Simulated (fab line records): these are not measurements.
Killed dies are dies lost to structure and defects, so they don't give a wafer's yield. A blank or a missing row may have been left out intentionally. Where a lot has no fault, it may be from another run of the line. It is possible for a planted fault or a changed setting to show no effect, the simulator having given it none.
Struck lot and sound lot, side by side + flow sky130 + 15 steps out of a route of 708
Sound: these wafers, L904.1, L904.3, L904.5. Struck: wafers L889.1, L889.6. (L889.5 of the same lot was not struck and is left out.) The cause comes at the end.
At each step with rows: each side's tool, then ch and its chambers, then its first start. Under that, the readings that differ: sound wafers + struck wafers + difference of the means + sigmas: that difference in standard deviations of wafers without a fault.
alike: words and numbers the same on both sides, and readings whose means are apart by under 2 such deviations; not compared: readings that were withheld, readings missing a value for some wafer, numbers with overlapping values and no deviation given by the record, and bounds like >300 which may hide the same value.
Wherever a step has rows on one side only, a row that says differs or no value, or a row with sigmas, the two part there. When numbers do not overlap yet have no deviation, they are printed without sigmas and do not part them. A reading missing from all wafers of one side parts the sides only when that side holds two or more wafers.

SKY_SD_P_OVL_MEAS_08:
  sound: overlay-02 at day 31 22:50; struck: overlay-02 at day 26 16:29
  alike: SD_P_OVL
after that, 1 step had no rows for these wafers: SKY_SD_P_IMPLANT_09.
SKY_SD_P_STRIP_10: strips in O2/N2.
  sound on plasmaAsher-02 ch 1, day 31 23:01; struck on plasmaAsher-04 ch 1, day 26 16:40
| reading                  | sound          | struck    | difference | sigmas |
|--------------------------|----------------|-----------|------------|--------|
| drypumpMotorCurrentA (A) | 6.12 6.10 6.09 | 5.46 5.47 | -0.64      | -2     |
  alike: oesProductAu, stripTimeToEndpointS
  not compared: rfHoursCounterH
SKY_SD_P_TW_MEAS_11:
  sound: filmMetro-03 at day 31 23:07; struck: filmMetro-03 at day 26 16:46
  alike: SD_P_TW
then, 8 steps without rows for these wafers: SKY_RES_XHIGH_DEHYDRATE_00 (time 60 s); SKY_RES_XHIGH_HMDS_01 (prime time 60 s); SKY_RES_XHIGH_COAT_02 (resist thk 1140 nm); SKY_RES_XHIGH_SOFTBAKE_03 (time 60 s); SKY_RES_XHIGH_EXPOSE_04 (exposes mask URPM, target cd 1270 nm); SKY_RES_XHIGH_PEB_05; SKY_RES_XHIGH_DEVELOP_06 (develop time 60 s); SKY_RES_XHIGH_IMPLANT_07.
SKY_RES_XHIGH_STRIP_08: strips in O2/N2.
  sound on plasmaAsher-01 ch 0,1, day 33 02:07; struck on plasmaAsher-01 ch 0, day 27 21:49
| reading                  | sound             | struck      | difference | sigmas |
|--------------------------|-------------------|-------------|------------|--------|
| oesProductAu (a.u.)      | 0.715 0.704 0.707 | 0.688 0.696 | -0.017     | -4     |
| stripTimeToEndpointS (s) | 14.26 14.30 14.27 | 14.98 14.99 | +0.71      | +20    |
  alike: drypumpMotorCurrentA
  not compared: rfHoursCounterH
SKY_RES_XHIGH_TW_MEAS_09:
  sound: filmMetro-04 at day 33 02:13; struck: filmMetro-02 at day 27 21:55
| reading      | sound          | struck    | difference | sigmas |
|--------------|----------------|-----------|------------|--------|
| RES_XHIGH_TW | 1687 1683 1687 | 1621 1621 | -65        | -3     |
-- here the record skips 19 days between the struck wafers' starts before and after, leaving off in module RES_XHIGH and picking up in module PAD_OPEN (first step shown: number 708 of the route) --
SKY_PAD_OPEN_PROBE_99:
  sound: prober-02 at day 50 02:05; struck: prober-01 at day 46 15:32
| reading     | sound    | struck | difference | sigmas |
|-------------|----------|--------|------------|--------|
| killedDies  | 71 79 80 | 93 109 | +24        | +2     |
| killedShort | 33 38 31 | 55 45  | +16        | +2     |
  alike: killed_at_M0_to_M3, killed_at_M4_up, killedAtContacts, killedAtFrontEnd, killedAtOther, killedOpen

== WHERE THEY PART ==
At SKY_SD_P_STRIP_10 first; at SKY_PAD_OPEN_PROBE_99 last (within this record only).

WHY: the cause the simulator had injected
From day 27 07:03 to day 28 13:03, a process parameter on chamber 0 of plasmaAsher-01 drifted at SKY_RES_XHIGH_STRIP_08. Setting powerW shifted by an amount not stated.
